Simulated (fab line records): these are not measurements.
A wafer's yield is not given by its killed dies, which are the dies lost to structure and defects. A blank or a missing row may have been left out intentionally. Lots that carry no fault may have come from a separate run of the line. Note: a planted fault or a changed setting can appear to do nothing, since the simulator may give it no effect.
Problem report in the 8D (eight disciplines) form, filled by code | flow gf180mcu | the parts of the form that need people (team, actions taken, sign-off) are left out

1. THE PROBLEM
Wafers without a fault read 1492 W, standard deviation 5.1; rf-fwd-power-W at GF_V3_ETCH_17 reads a mean of 1732 W on 6 wafers belonging to 2 lots. That puts it +47 standard deviations away from the usual mean.
The step: etches SiO2 in C4F8/O2/Ar, stops on TiN, target depth 635 nm.
Earliest sighting: wafer L369.2 on rie-diel-02 at day 25 23:00. At this step, 18 wafers from 6 lots have a number in the record. Rule for "out", or "out of limits": more than 4 standard deviations from the usual mean. Any other wafer with a number is counted as sound.

2. WHAT IT IS, AND WHAT IT ISN'T
question                    | is                     | is not
which readings at this step | rf-fwd-power-W         | oes-product-au
which lots                  | L369, L373             | L362, L363, L374, L378
which wafers of those lots  | all that have a number | -
read on which tools         | rie-diel-02            | rie-diel-01, rie-diel-04
when                        | from day 25 23:00      | up to then (6 sound wafers); but 6 sound wafers of L374, L378 came after

3. WHAT RULES OUT EACH SUSPECT
Counting: a tool at a process step up to the reading stays a suspect if it ran every lot that is out and no sound lot after the first of them.
- rie-diel-02 at GF_V3_ETCH_16 (etches BARC in N2/H2): kept. Every lot that is out went through it, starting with L369 (day 25 23:22), and after that it ran no sound lot; the last sound lot it ran before then is L363 (day 24 00:05).
- rie-diel-02 at GF_V3_ETCH_17 (etches SiO2 in C4F8/O2/Ar, stops on TiN, target depth 635 nm): kept. Every lot that is out went through it, starting with L369 (day 25 23:00), and after that it ran no sound lot; the last sound lot it ran before then is L363 (day 24 00:00). Out on those wafers are its own readings of rf-fwd-power-W.
Left after counting: rie-diel-02 at GF_V3_ETCH_16, rie-diel-02 at GF_V3_ETCH_17.

4. THE CAUSE (what the simulator had put in)
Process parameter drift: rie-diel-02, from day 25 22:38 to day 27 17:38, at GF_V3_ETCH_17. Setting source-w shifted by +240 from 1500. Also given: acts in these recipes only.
After counting, 2 suspects remain, this tool included.

5. THE CHAIN OF EFFECTS, in route order
One row per reading whose mean, taken over the struck wafers that have a number, lies over 3 standard deviations from the usual. Scope: only readings with a usual standard deviation given in the record; hours: median across lots of the time from each lot's start at the first step in this table that gives one to its start at this step; sigmas: change in usual standard deviations.
hours | step          | reading        | usual  | on struck wafers | change | sigmas
0     | GF_V3_ETCH_17 | rf-fwd-power-W | 1492 W | 1732             | +240   | +47
Here are the process steps it includes:
- GF_V3_ETCH_17: etches SiO2 in C4F8/O2/Ar, stops on TiN, target depth 635 nm.

6. WHAT WOULD HAVE CAUGHT IT SOONER
First out-of-limits reading in this record: day 25 23:00, which is 0 hours after fault onset at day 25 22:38.
